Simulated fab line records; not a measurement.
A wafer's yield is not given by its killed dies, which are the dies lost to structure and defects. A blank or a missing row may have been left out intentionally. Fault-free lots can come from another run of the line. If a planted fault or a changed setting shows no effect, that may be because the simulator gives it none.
fab line records	flow sky130
record lots=13	wafers=39	lastDay=50
route steps=708 shown LI_CONTACT@364 LOCAL_INTERCONNECT@393 PAD_OPEN@708
lots with no fault: from the same line, run without faults
startH: hours from the record's opening day to when the first of the lot's shown wafers began	waitH: hours elapsed since this lot's preceding step	" the same as in the row above	L1.1+2: one row covering several wafers at once	- no value present, or no start provided	* or withheld: withheld	< > ~ a bound
route shown NAME@n: names a module that has steps shown in the file, with the first one's number in the route	usual: average and standard deviation across the fault-free wafers	same: alike in all rows	chamber/n: place in a boat	sites: readings site by site	_std_site: the standard deviation of these	_edge_site: the outer-site mean with the inner-site mean subtracted	radiusMm: how far each site lies from the wafer's centre	mask NAME#n: copy n	behind: the most recent tool/chamber to have shaped the wafer	hold: the reason the lot was held/the length of the hold in hours/how it ended	device: the transistor (n, p or np) that didn't switch	end of line: the route-end tests of the same wafers	a step with no rows: only its recipe	killed: dies that structure and defects cost at the first sort, which is not the same as the wafer's yield	map: a wafer's dies, x killed, . not, _ none there
set.NAME: the setting the step ran with; set.NAME@STEP: the setting that earlier step ran with	model.NAME: the simulator's own value behind a step, which no gauge read
route steps across a sampled set of lots; one table per step, one row per wafer
services: the hour from which a tool's chamber was out of use, counted from the record's first day as startH (under 0 if before that day), plus the number of hours and why
## steps
# step SKY_LI_CONTACT_CMP_02
# recipe material=PSG	downForcePsi=4	platenRpm=60	padVelocityMS=0.94248
# usual motorCurrentA=12.0/1.3	timeToEndpointS=33.0/2.8
lot.wafer	tool	chamber	startH	waitH	motorCurrentA	timeToEndpointS
L428.3	cmp-02	0	655.34	0.0	14.8	39.3
L428.1	"	2	"	"	12.6	35.0
L428.5	"	1	"	"	11.0	33.5
L429.4	cmp-01	1	662.99	0.0	10.7	34.2
L429.2	"	3	"	"	12.1	37.5
L429.6	"	2	"	"	11.7	35.9
L430.4	cmp-01	1	672.58	0.0	11.1	34.0
L430.1	"	2	"	"	11.9	34.0
L430.6	"	2	"	"	12.0	32.4
L432.4	cmp-01	1	684.30	0.2	11.0	31.2
L432.6	"	2	"	"	12.6	30.7
L432.5	"	3	"	"	11.9	34.0
L431.1	cmp-02	0	685.39	0.1	15.0	37.4
L431.2	"	2	"	"	13.4	32.7
L431.5	"	3	"	"	10.4	32.0
L433.4	cmp-02	2	693.55	0.0	13.0	32.6
L433.1	"	3	"	"	10.4	29.6
L433.5	"	2	"	"	13.1	30.4
L434.1	cmp-02	2	694.33	0.1	12.7	33.4
L434.2	"	3	"	"	10.4	31.6
L434.3	"	0	"	"	15.2	36.7
L436.2	cmp-01	3	711.68	0.0	11.8	31.0
L436.3	"	0	"	"	12.7	30.5
L436.4	"	2	"	"	12.2	34.6
L437.2	cmp-01	3	721.70	0.0	12.9	33.7
L437.1	"	2	"	"	12.0	36.1
L437.5	"	3	"	"	12.3	34.8
L442.2	cmp-02	3	766.07	0.1	10.0	31.1
L442.4	"	0	"	"	14.8	37.7
L442.5	"	2	"	"	12.9	35.7
L447.3	cmp-01	3	800.74	0.1	12.2	30.1
L447.4	"	0	"	"	12.2	33.3
L447.1	"	1	"	"	10.6	28.8
L449.1	cmp-02	1	806.69	0.1	11.5	31.8
L449.3	"	3	"	"	10.2	32.9
L449.5	"	2	"	"	13.2	30.2
L451.2	cmp-02	3	826.19	0.0	9.7	28.1
L451.3	"	1	"	"	11.0	31.6
L451.1	"	2	"	"	12.6	31.0
# step SKY_LI_CONTACT_CD_MEAS_12
# recipe targetCdNm=170
# usual cdNm=170.4/1.3
lot.wafer	tool	chamber	startH	waitH	cdNm
L428.1	cdSem-02	-	683.85	-	172.9
L428.3	"	-	"	"	172.6
L428.5	"	-	"	"	171.8
L429.2	cdSem-01	-	691.72	-	169.5
L429.4	"	-	"	"	171.5
L429.6	"	-	"	"	170.0
L430.1	cdSem-01	-	700.80	-	170.9
L430.4	"	-	"	"	172.0
L430.6	"	-	"	"	171.7
L432.4	cdSem-01	-	712.74	-	172.2
L432.5	"	-	"	"	169.0
L432.6	"	-	"	"	171.3
L431.1	cdSem-01	-	713.89	-	171.5
L431.2	"	-	"	"	172.4
L431.5	"	-	"	"	170.4
L433.1	cdSem-02	-	721.99	-	169.7
L433.4	"	-	"	"	168.8
L433.5	"	-	"	"	169.4
L434.1	cdSem-01	-	722.10	-	171.7
L434.2	"	-	"	"	170.4
L434.3	"	-	"	"	171.0
L436.2	cdSem-01	-	739.97	-	169.6
L436.3	"	-	"	"	170.9
L436.4	"	-	"	"	168.6
L437.1	cdSem-02	-	749.05	-	168.7
L437.2	"	-	"	"	169.5
L437.5	"	-	"	"	169.6
L442.2	cdSem-02	-	793.62	-	172.0
L442.4	"	-	"	"	171.7
L442.5	"	-	"	"	173.4
L447.1	cdSem-01	-	827.50	-	170.1
L447.3	"	-	"	"	170.7
L447.4	"	-	"	"	171.5
L449.1	cdSem-01	-	833.50	-	171.9
L449.3	"	-	"	"	171.9
L449.5	"	-	"	"	170.8
L451.1	cdSem-01	-	853.19	-	168.4
L451.2	"	-	"	"	167.7
L451.3	"	-	"	"	169.3
# step SKY_LOCAL_INTERCONNECT_COAT_06
# recipe resist=KrF-thick	spinRpm=3000	resistThkNm=450
lot.wafer	tool	chamber	startH	waitH
L428.1+3+5	lithoTrack-04	0	698	-
L429.2+4+6	lithoTrack-01	0	707	-
L430.1+4+6	lithoTrack-02	0	716	-
L432.4+5+6	lithoTrack-01	0	727	-
L431.1+2+5	lithoTrack-02	0	728	-
L434.1+2+3	lithoTrack-02	0	738	-
L433.1+4+5	lithoTrack-04	0	738	-
L436.2+3+4	lithoTrack-04	0	753	-
L437.1+2+5	lithoTrack-04	0	762	-
L442.2+4+5	lithoTrack-02	0	807	-
L447.1+3+4	lithoTrack-04	0	842	-
L449.1+3+5	lithoTrack-02	0	847	-
L451.1+2+3	lithoTrack-02	0	867	-
# step SKY_LOCAL_INTERCONNECT_OVL_MEAS_12
# usual LOCAL_INTERCONNECT_OVL=-2/5
lot.wafer	tool	chamber	startH	waitH	LOCAL_INTERCONNECT_OVL[nm]
L428.1	overlay-02	-	713.68	0.1	2
L428.3	"	-	"	"	2
L428.5	"	-	"	"	4
L429.2	overlay-02	-	721.28	0.1	-3
L429.4	"	-	"	"	3
L429.6	"	-	"	"	-5
L430.1	overlay-02	-	730.27	0.1	-2
L430.4	"	-	"	"	-11
L430.6	"	-	"	"	-9
L432.4	overlay-02	-	742.20	0.1	0
L432.5	"	-	"	"	-1
L432.6	"	-	"	"	-7
L431.1	overlay-01	-	743.37	0.1	7
L431.2	"	-	"	"	-3
L431.5	"	-	"	"	1
L434.1	overlay-02	-	750.58	0.1	-2
L434.2	"	-	"	"	-3
L434.3	"	-	"	"	-2
L433.1	overlay-02	-	750.93	0.1	-4
L433.4	"	-	"	"	0
L433.5	"	-	"	"	0
L436.2	overlay-01	-	766.28	0.1	4
L436.3	"	-	"	"	5
L436.4	"	-	"	"	-2
L437.1	overlay-02	-	777.03	0.1	-5
L437.2	"	-	"	"	1
L437.5	"	-	"	"	-5
L442.2	overlay-02	-	821.94	0.1	-7
L442.4	"	-	"	"	-3
L442.5	"	-	"	"	-8
L447.1	overlay-01	-	854.57	0.1	-8
L447.3	"	-	"	"	-2
L447.4	"	-	"	"	-3
L449.1	overlay-01	-	859.88	0.1	-16
L449.3	"	-	"	"	-7
L449.5	"	-	"	"	-5
L451.1	overlay-02	-	880.77	0.1	3
L451.2	"	-	"	"	-4
L451.3	"	-	"	"	-4
# step SKY_LOCAL_INTERCONNECT_STRIP_15
# recipe chemistry=O2/N2	powerW=1400	pressureMtorr=1500	platenTempC=withheld	o2FlowSccm=3000	n2FlowSccm=300	overashFraction=0.5
# usual drypumpMotorCurrentA=5.9/0.42	oesProductAu=0.427/0.0046	stripTimeToEndpointS=4.727/0.019
lot.wafer	tool	chamber	startH	waitH	drypumpMotorCurrentA	oesProductAu	rfHoursCounterH	stripTimeToEndpointS
L428.1	plasmaAsher-01	1	713.83	0.0	6.7	0.437	108	4.731
L428.3	"	0	"	"	6.1	0.433	-	4.705
L428.5	"	0	"	"	6.1	0.425	-	4.755
L429.2	plasmaAsher-01	1	721.42	0.0	6.7	0.429	109	4.737
L429.4	"	1	"	"	6.7	0.429	-	4.742
L429.6	"	0	"	"	6.1	0.428	-	4.739
L430.1	plasmaAsher-01	1	730.42	0.0	6.7	0.423	110	4.704
L430.4	"	0	"	"	6.2	0.422	-	4.719
L430.6	"	1	"	"	6.7	0.426	-	4.720
L432.4	plasmaAsher-04	0	742.36	0.1	6.0	0.433	-	4.776
L432.5	"	1	"	"	5.3	0.423	-	4.745
L432.6	"	0	"	"	6.0	0.414	-	4.721
L431.1	plasmaAsher-03	1	743.52	0.0	5.8	0.429	66	4.727
L431.2	"	0	"	"	5.8	0.429	66	4.734
L431.5	"	0	"	"	5.8	0.427	-	4.736
L434.1	plasmaAsher-03	0	750.73	0.0	5.8	0.433	67	4.698
L434.2	"	1	"	"	5.7	0.430	67	4.744
L434.3	"	1	"	"	5.7	0.433	-	4.726
L433.1	plasmaAsher-01	1	751.27	0.1	6.7	0.421	1	4.737
L433.4	"	0	"	"	6.2	0.426	-	4.718
L433.5	"	0	"	"	6.1	0.420	-	4.718
L436.2	plasmaAsher-01	0	766.42	0.0	6.1	0.425	2	4.716
L436.3	"	0	"	"	6.2	0.430	-	4.723
L436.4	"	1	"	"	6.7	0.425	-	4.692
L437.1	plasmaAsher-04	0	777.29	0.1	6.0	0.431	88	4.736
L437.2	"	1	"	"	5.3	0.433	88	4.731
L437.5	"	1	"	"	5.3	0.425	-	4.713
L442.2	plasmaAsher-04	1	822.08	0.0	5.3	0.426	92	4.753
L442.4	"	0	"	"	6.0	0.426	-	4.705
L442.5	"	0	"	"	6.0	0.432	-	4.720
L447.1	plasmaAsher-03	1	854.73	0.0	5.7	0.405	77	4.339
L447.3	"	1	"	"	5.7	0.423	-	4.732
L447.4	"	0	"	"	5.8	0.414	-	4.367
L449.1	plasmaAsher-03	0	860.03	0.0	5.8	0.428	77	4.726
L449.3	"	0	"	"	5.8	0.433	-	4.773
L449.5	"	1	"	"	5.7	0.427	-	4.744
L451.1	plasmaAsher-03	1	880.93	0.0	5.7	0.429	80	4.765
L451.2	"	0	"	"	5.8	0.432	80	4.761
L451.3	"	0	"	"	5.8	0.427	-	4.733
# step SKY_PAD_OPEN_PROBE_99
# usual killed_at_M0_to_M3=43/6.8	killed_at_M4_up=3.2/1.7	killedAtContacts=24/5.7	killedAtFrontEnd=16/4.3	killedAtOther=0.3/0.56	killedDies=86/9.5	killedOnRim=16/3.6	killedOpen=47/6.9	killedShort=39/5.8
# same grossDies=492	killedAtBackSide=0
lot.wafer	tool	chamber	startH	waitH	killed_at_M0_to_M3	killed_at_M4_up	killedAtContacts	killedAtFrontEnd	killedAtOther	killedDies	killedOnRim	killedOpen	killedShort
L430.1	prober-02	-	1090.17	0.1	54	2	26	15	0	97	18	53	44
L430.4	prober-02	-	1090.32	0.2	48	3	17	11	0	79	17	40	39
L430.6	prober-02	-	1090.42	0.2	44	5	22	10	0	81	16	45	36
L437.1	prober-01	-	1129.67	0.1	46	2	28	20	2	98	23	54	43
L437.2	prober-01	-	1129.72	0.1	55	6	15	9	1	86	19	46	40
L437.5	prober-01	-	1129.87	0.2	40	2	20	9	0	71	10	34	37
L442.2	prober-02	-	1158.72	0.1	44	2	19	14	1	80	14	44	35
L442.4	prober-02	-	1158.82	0.2	46	3	18	13	0	80	17	43	37
L442.5	prober-02	-	1158.87	0.2	44	4	30	20	0	98	15	56	41
L447.1	prober-02	-	1182.62	0.1	45	3	18	10	1	77	14	46	30
L447.3	prober-02	-	1182.72	0.2	44	6	21	14	1	86	17	46	39
L447.4	prober-02	-	1182.77	0.2	37	2	19	13	0	71	14	37	33
L449.1	prober-02	-	1188.52	0.1	42	2	27	15	1	87	20	42	45
L449.3	prober-02	-	1188.62	0.2	44	3	23	12	0	82	11	49	33
L449.5	prober-02	-	1188.72	0.2	50	2	26	14	0	92	15	48	44
# killed by level:class
L430.1 VIA1:geometricParticle:open=12 LI_CONTACT:geometricParticle:open=11 VIA2:geometricParticle:open=9 CONTACT:geometricParticle:short=6 METAL1:geometricParticle:short=6 VIA1:geometricParticle:short=6 METAL2:geometricParticle:short=6 POLY_GATE:geometricParticle:open=5
L430.4 METAL2:geometricParticle:short=7 LI_CONTACT:geometricParticle:open=6 CONTACT:geometricParticle:open=6 VIA1:geometricParticle:open=6 METAL1:geometricParticle:short=5 VIA3:geometricParticle:short=5 VIA2:geometricParticle:open=5 METAL3:geometricParticle:short=5
L430.6 VIA1:geometricParticle:open=11 VIA3:geometricParticle:open=8 LI_CONTACT:geometricParticle:short=6 LI_CONTACT:geometricParticle:open=6 FIELD_ISO:geometricParticle:short=5 CONTACT:geometricParticle:open=5 VIA2:geometricParticle:open=5 CONTACT:geometricParticle:short=4
L437.1 VIA1:geometricParticle:open=13 LI_CONTACT:geometricParticle:open=9 CONTACT:geometricParticle:open=8 METAL2:geometricParticle:short=8 VIA2:geometricParticle:open=8 FIELD_ISO:geometricParticle:open=6 FIELD_ISO:geometricParticle:short=5 LOCAL_INTERCONNECT:geometricParticle:short=4
L437.2 VIA1:geometricParticle:open=14 METAL2:geometricParticle:short=9 VIA3:geometricParticle:open=6 LI_CONTACT:geometricParticle:open=5 METAL1:geometricParticle:short=5 CONTACT:geometricParticle:open=4 VIA1:geometricParticle:short=4 VIA2:geometricParticle:open=4
L437.5 VIA1:geometricParticle:short=11 CONTACT:geometricParticle:open=8 VIA1:geometricParticle:open=7 LI_CONTACT:geometricParticle:open=4 VIA2:geometricParticle:open=4 CONTACT:geometricParticle:short=4 METAL1:geometricParticle:short=4 METAL2:geometricParticle:short=4
L442.2 CONTACT:geometricParticle:open=10 VIA1:geometricParticle:open=9 VIA2:geometricParticle:open=7 VIA3:geometricParticle:open=7 VIA1:geometricParticle:short=6 FIELD_ISO:geometricParticle:open=3 POLY_GATE:geometricParticle:short=3 VIA2:geometricParticle:short=3
L442.4 VIA1:geometricParticle:open=17 FIELD_ISO:geometricParticle:open=6 VIA1:geometricParticle:short=6 LI_CONTACT:geometricParticle:open=5 LOCAL_INTERCONNECT:geometricParticle:short=5 CONTACT:geometricParticle:short=5 METAL1:geometricParticle:short=5 VIA3:geometricParticle:open=5
L442.5 CONTACT:geometricParticle:open=16 VIA1:geometricParticle:open=11 VIA1:geometricParticle:short=10 LI_CONTACT:geometricParticle:open=6 FIELD_ISO:geometricParticle:short=5 FIELD_ISO:geometricParticle:open=5 VIA2:geometricParticle:open=5 VIA3:geometricParticle:open=5
L447.1 VIA3:geometricParticle:open=13 VIA1:geometricParticle:open=10 LI_CONTACT:geometricParticle:open=6 VIA2:geometricParticle:short=6 CONTACT:geometricParticle:short=5 CONTACT:geometricParticle:open=5 VIA1:geometricParticle:short=4 METAL1:geometricParticle:open=3
L447.3 CONTACT:geometricParticle:open=12 METAL1:geometricParticle:short=8 VIA1:geometricParticle:open=7 VIA3:geometricParticle:open=7 VIA1:geometricParticle:short=6 VIA2:geometricParticle:open=6 FIELD_ISO:geometricParticle:short=4 POLY_GATE:geometricParticle:short=4
L447.4 VIA3:geometricParticle:open=8 VIA2:geometricParticle:open=7 VIA3:geometricParticle:short=6 POLY_GATE:geometricParticle:open=5 CONTACT:geometricParticle:open=5 LI_CONTACT:geometricParticle:open=4 CONTACT:geometricParticle:short=4 LI_CONTACT:geometricParticle:short=3
L449.1 VIA3:geometricParticle:open=12 LI_CONTACT:geometricParticle:open=9 METAL2:geometricParticle:short=7 CONTACT:geometricParticle:open=7 METAL1:geometricParticle:short=6 VIA1:geometricParticle:open=6 FIELD_ISO:geometricParticle:short=4 POLY_GATE:geometricParticle:short=4
L449.3 VIA1:geometricParticle:open=14 VIA3:geometricParticle:open=9 CONTACT:geometricParticle:open=8 FIELD_ISO:geometricParticle:short=7 LI_CONTACT:geometricParticle:open=6 CONTACT:geometricParticle:short=5 VIA2:geometricParticle:open=5 VIA2:geometricParticle:short=4
L449.5 VIA3:geometricParticle:open=10 VIA1:geometricParticle:open=9 CONTACT:geometricParticle:open=8 VIA2:geometricParticle:open=8 VIA1:geometricParticle:short=7 CONTACT:geometricParticle:short=5 LOCAL_INTERCONNECT:geometricParticle:short=5 METAL1:geometricParticle:short=5
## services
tool	chamber	startH	hours	kind
cmp-01	-	649.68	3.6	repair
cmp-02	-	659.40	5.2	pm
plasmaAsher-04	-	659.49	3.7	repair
cmp-01	-	660.30	0.7	repair
cmp-01	-	673.68	5.4	pm
plasmaAsher-03	-	712.87	3.2	repair
plasmaAsher-01	-	733.75	9.0	pm
plasmaAsher-01	0	733.75	9.0	ventCycle
plasmaAsher-01	1	733.75	9.0	ventCycle
cmp-02	-	740.48	4.0	repair
plasmaAsher-01	-	742.75	2.8	pm
plasmaAsher-01	0	742.75	-	clean
plasmaAsher-01	1	742.75	-	clean
cmp-02	-	744.47	4.0	pm
cmp-02	-	748.47	-	consumableReplace:conditioner
cmp-02	-	748.47	-	consumableReplace:pad
cmp-01	-	772.75	6.6	pm
plasmaAsher-03	-	783.87	0.4	repair
cmp-01	-	785.66	0.7	repair
lithoTrack-02	-	820.24	-	consumableReplace:filter
cmp-01	-	820.77	0.5	repair
plasmaAsher-01	-	827.90	4.4	repair
cmp-02	-	838.25	2.7	repair
## key
firstSign step=SKY_LOCAL_INTERCONNECT_STRIP_15	reading=stripTimeToEndpointS	direction=down	sigmas=19	usual=*	struck=*
effect step=SKY_LOCAL_INTERCONNECT_STRIP_15	reading=oesProductAu	direction=down	sigmas=3.7	usual=0.427	struck=0.410
metAt SKY_LOCAL_INTERCONNECT_COAT_06
struckLots L447
struckWafers L447.1,L447.4
testerLeftOut L447
notActingAt SKY_LI_CONTACT_CMP_02,SKY_LI_CONTACT_CD_MEAS_12,SKY_LOCAL_INTERCONNECT_OVL_MEAS_12
onsetBetween 762 842
fault kind=processParameterDrift	tool=lithoTrack-04	chamber=-	onsetH=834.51	steps=SKY_LOCAL_INTERCONNECT_COAT_06	channel=resistThkNm	offset=-34.864	shape=step	endH=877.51	scope=struckWafersOnly	actsIn=theseRecipesOnly	stated=450
# testerLeftOut: of these lots the tester's yield and bins aren't shown, on N5 and GAA mostly nor the transistor test; their killed dies are dies lost to structure and defects alone, not to doping, threshold or leakage, so they don't give the yield
